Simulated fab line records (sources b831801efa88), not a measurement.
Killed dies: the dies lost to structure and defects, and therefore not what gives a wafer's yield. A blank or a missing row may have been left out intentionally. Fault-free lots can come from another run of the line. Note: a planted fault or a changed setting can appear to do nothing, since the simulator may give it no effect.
A lot that was struck, set against a sound lot	flow sky130	18 out of 708 route steps
Sound: these wafers, L268.3, L268.4, L268.5. Struck: wafer L274.2. (L274.5, L274.6 of the same lot were not struck and are left out.) The cause comes at the end.
For every step that has rows: the tool of each side, followed by ch and its chambers, followed by its first start. Under that, the readings that differ: sound wafers	struck wafers	difference of the means	sigmas: that difference in standard deviations of wafers without a fault.
alike: words and numbers the same on both sides, and readings whose means are apart by under 2 such deviations; not compared: readings that were withheld, readings missing a value for some wafer, numbers with overlapping values and no deviation given by the record, and bounds like >300 which may hide the same value.
A row with sigmas, a row that says differs or no value, or rows on one side alone: a step with any of these is where the two part. Numbers that have no deviation but don't overlap get no sigmas and don't part them. A reading that every wafer of one side lacks parts them only if that side has two wafers or more.

SKY_FIELD_ISO_THK_MEAS_02:
  sound on film metro-04, day 3 04:07; struck on film metro-02, day 4 11:48
  alike: FIELD_ISO_OXIDATION_00_THK
then, 1 step without rows for these wafers: SKY_FIELD_ISO_CVD_03 (deposits Si3N4 from DCS/NH3, target thk 165 nm, time 2830 s).
SKY_FIELD_ISO_THK_MEAS_04:
  sound on film metro-03, day 3 06:26; struck on film metro-02, day 4 13:39
  alike: FIELD_ISO_CVD_03_THK
then, 8 steps without rows for these wafers: SKY_FIELD_ISO_DEHYDRATE_05 (time 60 s); SKY_FIELD_ISO_HMDS_06 (prime time 60 s); SKY_FIELD_ISO_COAT_07 (resist thk 60 nm); SKY_FIELD_ISO_COAT_08 (resist thk 450 nm); SKY_FIELD_ISO_SOFTBAKE_09 (time 90 s); SKY_FIELD_ISO_EXPOSE_10 (exposes mask FOM, target cd 150 nm); SKY_FIELD_ISO_PEB_11; SKY_FIELD_ISO_DEVELOP_12 (develop time 60 s).
SKY_FIELD_ISO_CD_MEAS_13: target cd 150 nm.
  sound on cd sem-02, day 4 00:03; struck on cd sem-01, day 5 07:59
  alike: cd nm
SKY_FIELD_ISO_ETCH_14: etches BARC in N2/H2, stops on SiO2, time 45.9 s, target depth 60 nm.
  sound on rie diel-04 ch 1,3, day 4 00:08; struck on rie diel-04 ch 2, day 5 08:05
reading	sound	struck	difference	sigmas
model.KrF-thick_of_FIELD_ISO_COAT_08.thk nm (nm)	391.2 392 393.3	375.7	-16.5	
model.FIELD_ISO.cd nm (nm)	150.8 150.9 151.3	145.8	-5.2	
  alike: drypump motor current A, oes product au, throttle valve pct
  not compared: rf hours counter h
SKY_FIELD_ISO_ETCH_15: etches the open film in CHF3/O2, stops on Si, target depth 180 nm, time 72 s.
  sound on rie diel-04 ch 1,3, day 4 00:10; struck on rie diel-04 ch 2, day 5 08:07
reading	sound	struck	difference	sigmas
throttle valve pct (%)	8.841 8.832 8.841	8.864	+0.026	+3
model.KrF-thick_of_FIELD_ISO_COAT_08.thk nm (nm)	232.1 236.6 237.4	218.9	-16.5	
  alike: drypump motor current A, oes product au
  not compared: rf hours counter h
SKY_FIELD_ISO_STRIP_16: strips in O2/N2.
  sound on plasma asher-02 ch 0,1, day 4 00:16; struck on plasma asher-03 ch 0, day 5 08:11
reading	sound	struck	difference	sigmas
rf hours counter h (h)	- - -	29	no value on the sound wafers	
strip time to endpoint s (s)	3.49 3.55 3.56	3.37	-0.16	-5
  alike: drypump motor current A, oes product au
SKY_FIELD_ISO_ETCH_17: etches Si in HBr/Cl2/O2, target depth 342 nm, time 97.7 s.
  sound on rie si-02 ch 0,2, day 4 00:20; struck on rie si-01 ch 0, day 5 08:17
reading	sound	struck	difference	sigmas
model.FIELD_ISO.cd nm (nm)	150.7 149.4 149.8	146.4	-3.6	
  alike: drypump motor current A, he backside leak sccm, oes product au, throttle valve pct
  not compared: rf hours counter h
then, 1 step without rows for these wafers: SKY_FIELD_ISO_WET_ETCH_18 (etches Si3N4 in H3PO4, target depth 25 nm, time 286 s).
-- record jumps: 45 days separate the struck wafers' starts on either side; left off in module FIELD_ISO, taken up again in module PAD_OPEN, whose first shown step is the route's number 708 --
SKY_PAD_OPEN_PROBE_99:
  sound on prober-01, day 48 12:16; struck on prober-02, day 50 02:54
reading	sound	struck	difference	sigmas
killed at other	0 0 0	2	+2	+4
model.etest.res ndiff.width nm (nm)	158.8 156.1 156.6	153.3	-3.9	
model.etest.res pdiff.width nm (nm)	144.9 143.5 144.7	140.5	-3.9	
  alike: killed_at_M0_to_M3, killed_at_M4_up, killed at contacts, killed at front end, killed dies, killed open, killed short

== WHERE THEY PART ==
Last at SKY_PAD_OPEN_PROBE_99 as far as this record goes, first at SKY_FIELD_ISO_ETCH_15.

WHY: what had been put in by the simulator
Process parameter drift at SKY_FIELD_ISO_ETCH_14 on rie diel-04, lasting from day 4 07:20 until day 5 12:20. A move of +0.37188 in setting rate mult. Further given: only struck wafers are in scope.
